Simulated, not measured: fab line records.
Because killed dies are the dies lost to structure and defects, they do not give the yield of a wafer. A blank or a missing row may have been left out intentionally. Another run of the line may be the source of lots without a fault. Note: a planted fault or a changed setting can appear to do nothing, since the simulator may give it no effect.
fab line records	flow gf180mcu
record lots=24	wafers=72	last_day=34
route steps=602 shown V2@398 V3@452 V4@498 MIM@523 TOP_METAL@573 PASSIVATION@599
lots that met no fault: from a run of the same line without faults
start_h: hours from the record's first day to the start of the lot's first wafer shown	wait_h: hours from the lot's prior step to this one	" identical to the entry in the row above	L1.1+2: a row that stands for several wafers	- either no value or no given start	* or withheld: withheld	< > ~ a bound
route shown NAME@n: a module of which the file shows steps, and the number in the route of the first	usual: mean/standard deviation taken from wafers without a fault	same: alike in all rows	chamber/n: place in a boat	sites: readings site by site	_std_site: standard deviation across them	_edge_site: inner sites' mean taken away from outer sites' mean	radius_mm: for every site, how far away it sits from the centre of the wafer	mask NAME#n: copy n	behind: the tool/chamber that last shaped the wafer	hold: why the lot went on hold/how many hours it stayed there/how the hold came to an end	device: whichever transistor did not switch (one of n, p or np)	end of line: tests run on the same wafers once the route is complete	step lacking rows: just its recipe	killed: dies that structure and defects cost at the first sort, which is not the same as the wafer's yield	map: dies across one wafer; x = killed, . = not, _ = none there
set.NAME: the setting the step ran with; set.NAME@STEP: the setting that earlier step ran with	model.NAME: the simulator's own value behind a step, which no gauge read
one table for each step of the route and one row for each wafer, over a sample of lots
services: a tool's chamber out of use, with start hour (start_h, from the record's first day; less than 0 if before it), hours out, and reason
## steps
# step GF_V2_ETCH_16
# recipe chemistry=N2/H2	target_depth_a=withheld	overetch_a=withheld	time_s=withheld	target=BARC	ion_energy_ev=200	source_w=500	bias_w=100	pressure_mtorr=30	n2_flow_sccm=100	h2_flow_sccm=200
# usual drypump_motor_current_A=5.6/0.34	oes_product_au=0.855/0.0053	rf_fwd_power_W=495.8/1.7	throttle_valve_pct=13.223/0.0087
lot.wafer	tool	chamber	start_h	wait_h	drypump_motor_current_A	oes_product_au	rf_fwd_power_W	throttle_valve_pct
L074.1	rie_diel-02	1	470.67	0.0	5.1	0.851	497.0	13.224
L074.3	"	0	"	"	5.4	0.850	496.4	13.226
L074.5	"	2	"	"	5.8	0.863	495.4	13.226
L075.2	rie_diel-02	3	474.69	0.0	5.9	0.857	495.7	13.235
L075.3	"	2	"	"	5.8	0.853	493.0	13.224
L075.5	"	0	"	"	5.4	0.860	494.0	13.203
L076.1	rie_diel-04	3	476.64	0.0	5.9	0.869	498.3	13.238
L076.3	"	2	"	"	5.7	0.864	496.3	13.223
L076.6	"	2	"	"	5.7	0.864	495.1	13.220
L077.4	rie_diel-03	3	484.58	0.0	5.4	0.856	493.8	13.225
L077.5	"	2	"	"	6.3	0.858	494.7	13.216
L077.6	"	1	"	"	6.2	0.852	496.3	13.223
L078.1	rie_diel-03	0	500.54	0.0	5.8	0.856	497.6	13.209
L078.2	"	3	"	"	5.4	0.852	494.6	13.218
L078.6	"	2	"	"	6.3	0.856	497.3	13.230
L079.4	rie_diel-03	0	507.43	0.0	5.7	0.855	496.8	13.212
L079.5	"	0	"	"	5.8	0.858	496.0	13.220
L079.6	"	3	"	"	5.4	0.858	495.2	13.221
L080.4	rie_diel-02	3	524.55	0.0	5.8	0.852	493.5	13.235
L080.5	"	0	"	"	5.5	0.858	493.9	13.236
L080.6	"	1	"	"	5.1	0.851	496.0	13.232
L081.1	rie_diel-04	2	534.04	0.0	5.7	0.849	498.1	13.227
L081.3	"	0	"	"	5.3	0.850	494.6	13.226
L081.5	"	3	"	"	5.9	0.857	495.7	13.204
L082.3	rie_diel-02	0	542.00	0.0	5.4	0.856	493.3	13.229
L082.5	"	2	"	"	5.9	0.853	497.0	13.226
L082.6	"	3	"	"	5.9	0.860	496.7	13.230
L083.3	rie_diel-02	3	545.63	0.0	5.9	0.859	496.2	13.218
L083.4	"	2	"	"	5.8	0.847	495.2	13.236
L083.5	"	2	"	"	5.8	0.854	495.8	13.224
L084.1	rie_diel-04	3	561.22	0.0	5.9	0.855	496.0	13.217
L084.5	"	2	"	"	5.7	0.858	495.5	13.226
L084.6	"	3	"	"	5.9	0.845	496.3	13.227
L085.1	rie_diel-04	3	567.68	0.0	5.9	0.854	498.1	13.214
L085.2	"	0	"	"	5.3	0.858	494.3	13.223
L085.4	"	1	"	"	5.3	0.857	496.2	13.241
L086.1	rie_diel-04	1	572.42	0.0	5.4	0.863	494.4	13.231
L086.2	"	2	"	"	5.7	0.861	495.2	13.229
L086.5	"	1	"	"	5.3	0.854	496.8	13.234
L087.2	rie_diel-02	3	575.77	0.0	5.9	0.855	495.4	13.212
L087.4	"	3	"	"	5.9	0.862	495.8	13.215
L087.6	"	0	"	"	5.4	0.852	491.7	13.218
L088.1	rie_diel-02	1	589.13	0.0	5.1	0.859	495.2	13.225
L088.5	"	0	"	"	5.4	0.850	495.6	13.233
L088.6	"	1	"	"	5.1	0.854	497.2	13.227
L089.2	rie_diel-02	2	597.99	0.0	5.8	0.855	495.8	13.224
L089.4	"	2	"	"	5.8	0.851	495.1	13.219
L089.6	"	0	"	"	5.4	0.853	494.8	13.224
L091.4	rie_diel-02	3	609.42	0.0	5.9	0.848	496.5	13.222
L091.5	"	3	"	"	5.9	0.855	496.7	13.217
L091.6	"	2	"	"	5.8	0.856	500.8	13.223
L090.1	rie_diel-02	2	612.63	0.0	5.9	0.854	494.7	13.216
L090.4	"	0	"	"	5.4	0.851	490.8	13.231
L090.5	"	2	"	"	5.8	0.846	496.8	13.229
L092.3	rie_diel-04	0	613.27	0.0	5.3	0.854	491.7	13.209
L092.4	"	3	"	"	5.9	0.862	493.6	13.227
L092.6	"	2	"	"	5.7	0.854	495.6	13.224
L093.1	rie_diel-04	1	623.37	0.0	5.3	0.854	494.4	13.233
L093.4	"	3	"	"	5.9	0.854	495.8	13.221
L093.6	"	1	"	"	5.3	0.854	496.3	13.225
L094.1	rie_diel-02	1	624.23	0.0	5.1	0.858	498.8	13.216
L094.4	"	2	"	"	5.8	0.859	497.6	13.221
L094.5	"	1	"	"	5.1	0.859	498.2	13.211
L095.2	rie_diel-04	3	636.63	0.0	5.9	0.859	495.7	13.205
L095.4	"	2	"	"	5.7	0.865	495.4	13.214
L095.5	"	0	"	"	5.3	0.846	494.3	13.235
L096.3	rie_diel-02	3	643.27	0.0	5.9	0.859	499.0	13.209
L096.4	"	2	"	"	5.8	0.858	498.6	13.216
L096.5	"	3	"	"	5.9	0.853	498.7	13.217
L097.1	rie_diel-03	1	643.62	0.0	6.2	0.866	493.5	13.222
L097.2	"	2	"	"	6.3	0.856	494.8	13.236
L097.5	"	1	"	"	6.2	0.862	495.8	13.219
# step GF_V3_CVD_23
# recipe material=W	target_thk_nm=350	time_s=104.9	temp_c=400	pressure_torr=40
# usual heater_power_w=904/77
lot.wafer	tool	chamber	start_h	wait_h	heater_power_w
L074.1	cvd_w-01	1	522.64	0.0	994
L074.3	"	1	"	"	989
L074.5	"	1	"	"	978
L075.2	cvd_w-01	0	526.35	0.0	823
L075.3	"	1	"	"	982
L075.5	"	0	"	"	814
L076.1	cvd_w-01	0	528.50	0.0	835
L076.3	"	0	"	"	806
L076.6	"	0	"	"	845
L077.4	cvd_w-02	0	535.42	0.1	812
L077.5	"	0	"	"	813
L077.6	"	1	"	"	941
L078.1	cvd_w-02	1	550.38	0.0	956
L078.2	"	0	"	"	810
L078.6	"	1	"	"	924
L079.4	cvd_w-01	1	556.14	0.1	996
L079.5	"	0	"	"	834
L079.6	"	1	"	"	1016
L080.4	cvd_w-02	1	572.80	0.1	933
L080.5	"	0	"	"	806
L080.6	"	1	"	"	948
L081.1	cvd_w-01	1	581.30	0.0	982
L081.3	"	1	"	"	998
L081.5	"	0	"	"	862
L082.3	cvd_w-02	1	589.22	0.1	940
L082.5	"	0	"	"	805
L082.6	"	1	"	"	968
L083.3	cvd_w-01	0	592.08	0.1	855
L083.4	"	1	"	"	1012
L083.5	"	1	"	"	970
L084.1	cvd_w-02	1	608.59	0.0	960
L084.5	"	1	"	"	956
L084.6	"	0	"	"	821
L085.1	cvd_w-02	1	613.09	0.0	987
L085.2	"	1	"	"	953
L085.4	"	1	"	"	965
L086.1	cvd_w-01	0	616.87	0.0	835
L086.2	"	1	"	"	991
L086.5	"	1	"	"	964
L087.2	cvd_w-01	1	620.93	0.0	996
L087.4	"	1	"	"	1018
L087.6	"	1	"	"	1009
L088.1	cvd_w-01	0	633.64	0.0	817
L088.5	"	0	"	"	839
L088.6	"	1	"	"	1008
L089.2	cvd_w-01	0	642.30	0.0	839
L089.4	"	0	"	"	857
L089.6	"	1	"	"	979
L091.4	cvd_w-02	0	654.28	0.1	831
L091.5	"	0	"	"	826
L091.6	"	1	"	"	945
L090.1	cvd_w-02	0	656.68	0.0	819
L090.4	"	0	"	"	799
L090.5	"	0	"	"	801
L092.3	cvd_w-01	0	657.60	0.1	830
L092.4	"	1	"	"	1012
L092.6	"	0	"	"	821
L093.1	cvd_w-02	1	667.30	0.0	959
L093.4	"	0	"	"	814
L093.6	"	1	"	"	967
L094.1	cvd_w-02	0	668.34	0.0	802
L094.4	"	0	"	"	823
L094.5	"	1	"	"	962
L095.2	cvd_w-01	0	679.69	0.0	853
L095.4	"	0	"	"	839
L095.5	"	0	"	"	839
L096.3	cvd_w-01	0	685.93	0.1	842
L096.4	"	1	"	"	1002
L096.5	"	1	"	"	993
L097.1	cvd_w-02	0	686.13	0.0	820
L097.2	"	1	"	"	987
L097.5	"	0	"	"	815
# step GF_V4_SPUTTER_22
# recipe material=TiN	target_thk_nm=10	chamber_pressure_pa=5	power_w=4000	time_s=40
# usual throttle_valve_pct=30.6/0.97
lot.wafer	tool	chamber	start_h	wait_h	throttle_valve_pct
L074.1	pvd_sputter-02	-	570.01	0.0	29.0
L074.3	"	-	"	"	30.7
L074.5	"	-	"	"	29.2
L075.2	pvd_sputter-03	-	574.16	0.0	31.5
L075.3	"	-	"	"	28.6
L075.5	"	-	"	"	31.7
L076.1	pvd_sputter-02	-	575.96	0.0	31.0
L076.3	"	-	"	"	29.1
L076.6	"	-	"	"	29.0
L077.4	pvd_sputter-04	-	582.81	0.0	30.7
L077.5	"	-	"	"	30.6
L077.6	"	-	"	"	30.8
L078.1	pvd_sputter-03	-	596.80	0.0	31.2
L078.2	"	-	"	"	30.7
L078.6	"	-	"	"	28.6
L079.4	pvd_sputter-04	-	601.74	0.0	31.0
L079.5	"	-	"	"	30.5
L079.6	"	-	"	"	32.3
L080.4	pvd_sputter-02	-	617.23	0.0	30.5
L080.5	"	-	"	"	30.8
L080.6	"	-	"	"	29.0
L081.1	pvd_sputter-03	-	624.90	0.0	28.7
L081.3	"	-	"	"	30.6
L081.5	"	-	"	"	30.3
L082.3	pvd_sputter-04	-	633.04	0.0	30.7
L082.5	"	-	"	"	30.5
L082.6	"	-	"	"	32.4
L083.3	pvd_sputter-03	-	636.14	0.0	28.9
L083.4	"	-	"	"	30.6
L083.5	"	-	"	"	30.7
L084.1	pvd_sputter-04	-	651.71	0.0	30.5
L084.5	"	-	"	"	30.8
L084.6	"	-	"	"	30.5
L085.1	pvd_sputter-04	-	656.39	0.0	30.3
L085.2	"	-	"	"	30.6
L085.4	"	-	"	"	30.7
L086.1	pvd_sputter-04	-	659.56	0.0	30.8
L086.2	"	-	"	"	32.2
L086.5	"	-	"	"	32.0
L087.2	pvd_sputter-03	-	664.14	0.0	28.9
L087.4	"	-	"	"	30.3
L087.6	"	-	"	"	31.5
L088.1	pvd_sputter-02	-	675.96	0.0	28.9
L088.5	"	-	"	"	29.0
L088.6	"	-	"	"	30.8
L089.2	pvd_sputter-02	-	683.95	0.0	28.8
L089.4	"	-	"	"	31.1
L089.6	"	-	"	"	31.1
L091.4	pvd_sputter-02	-	695.76	0.0	30.9
L091.5	"	-	"	"	31.0
L091.6	"	-	"	"	29.0
L090.1	pvd_sputter-03	-	698.60	0.0	30.5
L090.4	"	-	"	"	31.3
L090.5	"	-	"	"	30.6
L092.3	pvd_sputter-04	-	698.85	0.0	30.9
L092.4	"	-	"	"	30.7
L092.6	"	-	"	"	30.6
L093.1	pvd_sputter-04	-	707.97	0.0	31.0
L093.4	"	-	"	"	30.7
L093.6	"	-	"	"	31.8
L094.1	pvd_sputter-03	-	708.09	0.0	31.4
L094.4	"	-	"	"	30.2
L094.5	"	-	"	"	30.4
L095.2	pvd_sputter-03	-	719.83	0.0	28.8
L095.4	"	-	"	"	31.3
L095.5	"	-	"	"	30.5
L096.3	pvd_sputter-04	-	725.40	0.0	32.2
L096.4	"	-	"	"	30.6
L096.5	"	-	"	"	30.8
L097.1	pvd_sputter-03	-	725.70	0.0	30.6
L097.2	"	-	"	"	30.4
L097.5	"	-	"	"	30.4
# step GF_MIM_STRIP_20
# recipe chemistry=O2/N2	power_w=1400	pressure_mtorr=1500	platen_temp_c=250	o2_flow_sccm=3000	n2_flow_sccm=300	overash_fraction=0.5
# usual drypump_motor_current_A=6.01/0.26	heater_power_w=334/25	oes_product_au=0.692/0.0048	strip_time_to_endpoint_s=11.24/0.053
lot.wafer	tool	chamber	start_h	wait_h	drypump_motor_current_A	heater_power_w	oes_product_au	rf_hours_counter_h	strip_time_to_endpoint_s
L074.1	plasma_asher-01	0	591.79	0.0	5.77	334	0.689	89	11.27
L074.3	"	0	"	"	5.78	334	0.701	-	11.33
L074.5	"	0	"	"	5.78	341	0.696	-	11.36
L075.2	plasma_asher-01	0	596.30	0.0	5.77	332	0.703	90	11.35
L075.3	"	1	"	"	6.41	318	0.693	-	11.30
L075.5	"	1	"	"	6.38	316	0.697	-	11.27
L076.1	plasma_asher-01	0	597.24	0.0	5.77	335	0.687	90	11.14
L076.3	"	0	"	"	5.77	340	0.686	-	11.17
L076.6	"	0	"	"	5.78	324	0.685	-	11.18
L077.4	plasma_asher-01	0	604.98	0.1	5.77	329	0.695	-	11.33
L077.5	"	1	"	"	6.35	309	0.695	-	11.29
L077.6	"	0	"	"	5.77	340	0.695	-	11.31
L078.1	plasma_asher-01	1	618.80	0.0	6.37	322	0.691	92	11.19
L078.2	"	0	"	"	5.80	336	0.690	92	11.18
L078.6	"	0	"	"	5.80	341	0.699	-	11.25
L079.4	plasma_asher-03	1	623.23	0.1	5.72	368	0.688	-	11.12
L079.5	"	1	"	"	5.73	366	0.698	-	11.17
L079.6	"	0	"	"	6.24	317	0.682	-	11.11
L080.4	plasma_asher-03	1	638.38	0.1	5.72	373	0.688	-	11.29
L080.5	"	0	"	"	6.24	305	0.695	-	11.26
L080.6	"	1	"	"	5.73	367	0.691	-	11.32
L081.1	plasma_asher-03	1	645.65	0.0	5.73	377	0.696	59	11.26
L081.3	"	1	"	"	5.73	367	0.690	-	11.23
L081.5	"	1	"	"	5.71	370	0.690	-	11.21
L082.3	plasma_asher-04	0	654.02	0.1	5.86	352	0.692	-	11.17
L082.5	"	0	"	"	5.86	343	0.696	-	11.23
L082.6	"	1	"	"	6.11	324	0.690	-	11.18
L083.3	plasma_asher-04	1	656.33	0.1	6.10	318	0.694	-	11.25
L083.4	"	0	"	"	5.86	335	0.692	-	11.27
L083.5	"	1	"	"	6.11	316	0.688	-	11.22
L084.1	plasma_asher-04	0	671.45	0.0	5.87	347	0.698	92	11.26
L084.5	"	0	"	"	5.87	344	0.698	-	11.25
L084.6	"	1	"	"	6.13	318	0.690	-	11.27
L085.1	plasma_asher-03	1	676.41	0.1	5.69	374	0.696	63	11.25
L085.2	"	0	"	"	6.24	314	0.688	63	11.26
L085.4	"	0	"	"	6.26	312	0.687	-	11.20
L086.1	plasma_asher-01	0	679.49	0.0	5.79	336	0.685	99	11.17
L086.2	"	1	"	"	6.38	310	0.688	99	11.23
L086.5	"	0	"	"	5.79	335	0.691	-	11.25
L087.2	plasma_asher-03	1	684.49	0.0	5.71	375	0.700	64	11.22
L087.4	"	1	"	"	5.69	370	0.694	-	11.21
L087.6	"	0	"	"	6.24	314	0.683	-	11.20
L088.1	plasma_asher-01	0	696.07	0.1	5.77	332	0.697	101	11.21
L088.5	"	1	"	"	6.39	319	0.692	-	11.26
L088.6	"	0	"	"	5.78	334	0.682	-	11.21
L089.2	plasma_asher-03	1	702.91	0.1	5.73	367	0.682	66	11.20
L089.4	"	0	"	"	6.22	312	0.696	-	11.21
L089.6	"	0	"	"	6.22	311	0.684	-	11.22
L091.4	plasma_asher-01	1	714.98	0.1	6.42	319	0.703	-	11.23
L091.5	"	0	"	"	5.79	343	0.700	-	11.27
L091.6	"	1	"	"	6.43	313	0.694	-	11.25
L090.1	plasma_asher-03	1	717.29	0.0	5.72	366	0.692	68	11.21
L090.4	"	1	"	"	5.72	370	0.699	-	11.24
L090.5	"	1	"	"	5.71	381	0.685	-	11.19
L092.3	plasma_asher-04	1	717.63	0.1	6.13	320	0.692	-	11.35
L092.4	"	0	"	"	5.86	344	0.697	-	11.34
L092.6	"	0	"	"	5.86	345	0.689	-	11.28
L093.1	plasma_asher-03	1	727.14	0.0	5.71	375	0.683	69	11.22
L093.4	"	0	"	"	6.26	308	0.691	-	11.18
L093.6	"	1	"	"	5.71	370	0.700	-	11.28
L094.1	plasma_asher-03	1	727.44	0.0	5.71	368	0.693	69	11.21
L094.4	"	1	"	"	5.73	364	0.699	-	11.28
L094.5	"	0	"	"	6.22	307	0.690	-	11.25
L095.2	plasma_asher-03	1	738.51	0.1	5.70	380	0.685	71	11.14
L095.4	"	1	"	"	5.70	365	0.690	-	11.19
L095.5	"	0	"	"	6.23	304	0.691	-	11.16
L096.3	plasma_asher-03	1	743.67	0.1	5.70	381	0.691	-	11.23
L096.4	"	0	"	"	6.24	309	0.694	-	11.20
L096.5	"	1	"	"	5.72	377	0.685	-	11.20
L097.1	plasma_asher-03	1	744.14	0.0	5.71	375	0.697	72	11.23
L097.2	"	0	"	"	6.24	311	0.694	72	11.26
L097.5	"	1	"	"	5.71	376	0.687	-	11.22
# step GF_TOP_METAL_THK_MEAS_06
# recipe thk_meas_gauge=xrf	reads=AlCu_of_TOP_METAL_SPUTTER_02
# usual TOP_METAL_ALCU_THK=894/8.3
lot.wafer	tool	chamber	start_h	wait_h	TOP_METAL_ALCU_THK[nm]
L074.1	film_metro-01	-	635.23	0.1	895
L074.3	"	-	"	"	877
L074.5	"	-	"	"	883
L075.2	film_metro-01	-	641.97	0.1	903
L075.3	"	-	"	"	899
L075.5	"	-	"	"	907
L076.1	film_metro-03	-	642.14	0.1	894
L076.3	"	-	"	"	887
L076.6	"	-	"	"	884
L077.4	film_metro-03	-	649.38	0.1	901
L077.5	"	-	"	"	906
L077.6	"	-	"	"	889
L078.1	film_metro-03	-	661.84	0.1	896
L078.2	"	-	"	"	891
L078.6	"	-	"	"	889
L079.4	film_metro-03	-	666.59	0.1	894
L079.5	"	-	"	"	908
L079.6	"	-	"	"	895
L080.4	film_metro-03	-	681.12	0.1	898
L080.5	"	-	"	"	891
L080.6	"	-	"	"	880
L081.1	film_metro-01	-	688.43	0.1	900
L081.3	"	-	"	"	905
L081.5	"	-	"	"	897
L082.3	film_metro-01	-	695.99	0.1	896
L082.5	"	-	"	"	900
L082.6	"	-	"	"	893
L083.3	film_metro-03	-	698.96	0.1	890
L083.4	"	-	"	"	901
L083.5	"	-	"	"	891
L084.1	film_metro-01	-	713.33	0.1	907
L084.5	"	-	"	"	900
L084.6	"	-	"	"	912
L085.1	film_metro-03	-	717.17	0.1	876
L085.2	"	-	"	"	885
L085.4	"	-	"	"	883
L086.1	film_metro-03	-	718.90	0.1	899
L086.2	"	-	"	"	891
L086.5	"	-	"	"	894
L087.2	film_metro-03	-	724.41	0.1	882
L087.4	"	-	"	"	895
L087.6	"	-	"	"	887
L088.1	film_metro-03	-	735.71	0.1	891
L088.5	"	-	"	"	888
L088.6	"	-	"	"	889
L089.2	film_metro-01	-	741.83	0.1	894
L089.4	"	-	"	"	886
L089.6	"	-	"	"	896
L091.4	film_metro-03	-	754.78	0.1	908
L091.5	"	-	"	"	894
L091.6	"	-	"	"	891
L090.1	film_metro-03	-	755.60	0.1	883
L090.4	"	-	"	"	880
L090.5	"	-	"	"	884
L092.3	film_metro-01	-	756.64	0.1	897
L092.4	"	-	"	"	902
L092.6	"	-	"	"	908
L093.1	film_metro-01	-	767.94	0.1	896
L093.4	"	-	"	"	880
L093.6	"	-	"	"	893
L094.1	film_metro-03	-	768.28	0.1	902
L094.4	"	-	"	"	899
L094.5	"	-	"	"	898
L095.2	film_metro-03	-	774.39	0.1	897
L095.4	"	-	"	"	895
L095.5	"	-	"	"	897
L096.3	film_metro-01	-	778.30	0.1	874
L096.4	"	-	"	"	887
L096.5	"	-	"	"	883
L097.1	film_metro-03	-	779.80	0.1	875
L097.2	"	-	"	"	898
L097.5	"	-	"	"	885
# step GF_PASSIVATION_STRIP_12
# recipe chemistry=O2/N2	power_w=1400	pressure_mtorr=1500	platen_temp_c=250	o2_flow_sccm=3000	n2_flow_sccm=300	overash_fraction=0.5
# usual drypump_motor_current_A=6.02/0.23	heater_power_w=331/20	oes_product_au=0.718/0.0045	strip_time_to_endpoint_s=32.95/0.23
lot.wafer	tool	chamber	start_h	wait_h	drypump_motor_current_A	heater_power_w	oes_product_au	rf_hours_counter_h	strip_time_to_endpoint_s
L074.1	plasma_asher-01	1	675.24	0.1	6.36	313	0.719	99	33.25
L074.3	"	0	"	"	5.80	333	0.724	-	33.17
L074.5	"	1	"	"	6.39	308	0.724	-	33.01
L075.2	plasma_asher-01	1	681.64	0.1	6.43	311	0.722	100	33.17
L075.3	"	0	"	"	5.79	328	0.719	-	32.97
L075.5	"	1	"	"	6.37	320	0.720	-	33.20
L076.1	plasma_asher-01	1	682.54	0.1	6.40	322	0.711	100	32.51
L076.3	"	1	"	"	6.42	319	0.714	-	32.54
L076.6	"	1	"	"	6.37	318	0.714	-	32.77
L077.4	plasma_asher-04	1	689.58	0.2	6.13	318	0.714	-	32.93
L077.5	"	1	"	"	6.13	324	0.718	-	33.06
L077.6	"	0	"	"	5.88	349	0.720	-	32.92
L078.1	plasma_asher-01	0	701.49	0.1	5.78	329	0.727	101	33.06
L078.2	"	1	"	"	6.38	318	0.718	101	33.17
L078.6	"	0	"	"	5.77	344	0.722	-	33.17
L079.4	plasma_asher-04	0	706.46	0.2	5.85	344	0.717	-	33.03
L079.5	"	1	"	"	6.13	317	0.716	-	33.05
L079.6	"	0	"	"	5.86	332	0.714	-	33.01
L080.4	plasma_asher-03	0	719.68	0.2	6.25	313	0.719	-	32.36
L080.5	"	0	"	"	6.24	302	0.724	-	32.32
L080.6	"	1	"	"	5.72	373	0.712	-	32.98
L081.1	plasma_asher-03	0	725.50	0.1	6.24	303	0.716	69	33.05
L081.3	"	0	"	"	6.24	316	0.721	-	33.06
L081.5	"	0	"	"	6.25	314	0.719	-	33.17
L082.3	plasma_asher-04	1	733.13	0.2	6.13	317	0.717	-	33.21
L082.5	"	0	"	"	5.88	346	0.721	-	33.15
L082.6	"	1	"	"	6.13	316	0.721	-	33.12
L083.3	plasma_asher-04	1	735.53	0.2	6.12	321	0.720	-	32.86
L083.4	"	0	"	"	5.86	351	0.716	-	32.78
L083.5	"	1	"	"	6.12	317	0.717	-	32.89
L084.1	plasma_asher-04	1	748.40	0.1	6.12	316	0.725	101	33.29
L084.5	"	1	"	"	6.12	324	0.708	-	33.25
L084.6	"	0	"	"	5.87	333	0.720	-	33.36
L085.1	plasma_asher-03	0	753.25	0.1	6.25	313	0.717	73	32.83
L085.2	"	1	"	"	5.71	370	0.719	73	32.71
L085.4	"	0	"	"	6.23	307	0.714	-	32.74
L086.1	plasma_asher-04	1	753.95	0.1	6.11	311	0.707	102	33.03
L086.2	"	0	"	"	5.86	345	0.714	102	32.97
L086.5	"	1	"	"	6.13	326	0.712	-	33.06
L087.2	plasma_asher-01	0	758.14	0.1	5.77	342	0.721	1	33.27
L087.4	"	0	"	"	5.76	332	0.711	-	33.00
L087.6	"	1	"	"	6.34	309	0.720	-	32.96
L088.1	plasma_asher-04	1	769.69	0.1	6.09	314	0.711	103	32.68
L088.5	"	1	"	"	6.12	315	0.720	-	32.92
L088.6	"	0	"	"	5.88	346	0.719	-	32.77
L089.2	plasma_asher-04	1	774.35	0.1	6.13	318	0.715	104	32.78
L089.4	"	0	"	"	5.86	340	0.716	-	32.51
L089.6	"	1	"	"	6.13	320	0.711	-	32.79
L091.4	plasma_asher-03	1	788.18	0.0	5.72	364	0.712	-	32.64
L091.5	"	0	"	"	6.23	311	0.720	-	32.77
L091.6	"	1	"	"	5.72	383	0.713	-	32.71
L090.1	plasma_asher-04	0	789.20	0.1	5.86	339	0.714	105	32.98
L090.4	"	0	"	"	5.87	342	0.719	-	33.05
L090.5	"	0	"	"	5.88	337	0.722	-	33.04
L092.3	plasma_asher-03	0	789.93	0.2	6.24	308	0.720	-	33.05
L092.4	"	1	"	"	5.71	373	0.719	-	33.19
L092.6	"	0	"	"	6.23	310	0.728	-	33.17
L093.1	plasma_asher-01	0	798.64	0.1	5.79	335	0.715	5	32.88
L093.4	"	0	"	"	5.78	330	0.723	-	32.67
L093.6	"	0	"	"	5.78	340	0.713	-	33.00
L094.1	plasma_asher-04	1	799.05	0.1	6.13	318	0.713	106	32.94
L094.4	"	1	"	"	6.11	322	0.722	-	33.03
L094.5	"	0	"	"	5.87	344	0.714	-	33.22
L095.2	plasma_asher-01	1	805.65	0.1	6.42	313	0.718	6	33.33
L095.4	"	0	"	"	5.77	331	0.723	-	33.09
L095.5	"	0	"	"	5.78	335	0.718	-	32.99
L096.3	plasma_asher-04	1	809.83	0.2	6.11	325	0.720	-	33.08
L096.4	"	0	"	"	5.87	337	0.727	-	33.07
L096.5	"	1	"	"	6.10	313	0.709	-	33.14
L097.1	plasma_asher-03	0	811.24	0.1	6.23	315	0.718	79	32.60
L097.2	"	1	"	"	5.71	369	0.718	79	32.78
L097.5	"	1	"	"	5.72	367	0.718	-	32.97
## services
tool	chamber	start_h	hours	kind
cvd_w-02	0	448.75	17.5	repair
plasma_asher-01	-	449.31	2.9	repair
cvd_w-02	1	456.06	22.6	repair
plasma_asher-04	-	477.12	9.7	repair
cvd_w-02	-	492.55	6.2	repair
rie_diel-02	2	519.87	6.1	repair
rie_diel-02	0	565.03	6.1	repair
cvd_w-02	-	575.72	1.5	repair
plasma_asher-01	-	582.29	2.9	repair
cvd_w-02	0	609.66	40.0	repair
plasma_asher-03	-	624.30	0.3	repair
rie_diel-02	0	667.24	12.0	repair
cvd_w-01	-	688.49	2.2	repair
rie_diel-02	0	701.75	8.1	repair
rie_diel-02	2	703.34	10.7	repair
cvd_w-01	1	703.54	2.7	repair
plasma_asher-01	-	717.48	14.4	repair
plasma_asher-01	-	724.93	4.2	repair
plasma_asher-01	-	727.32	9.3	repair
plasma_asher-03	-	729.88	0.7	repair
rie_diel-02	0	733.51	15.4	repair
plasma_asher-01	-	736.66	9.0	pm
rie_diel-02	0	780.51	3.8	repair
plasma_asher-04	-	799.45	4.5	repair
## key
fault none
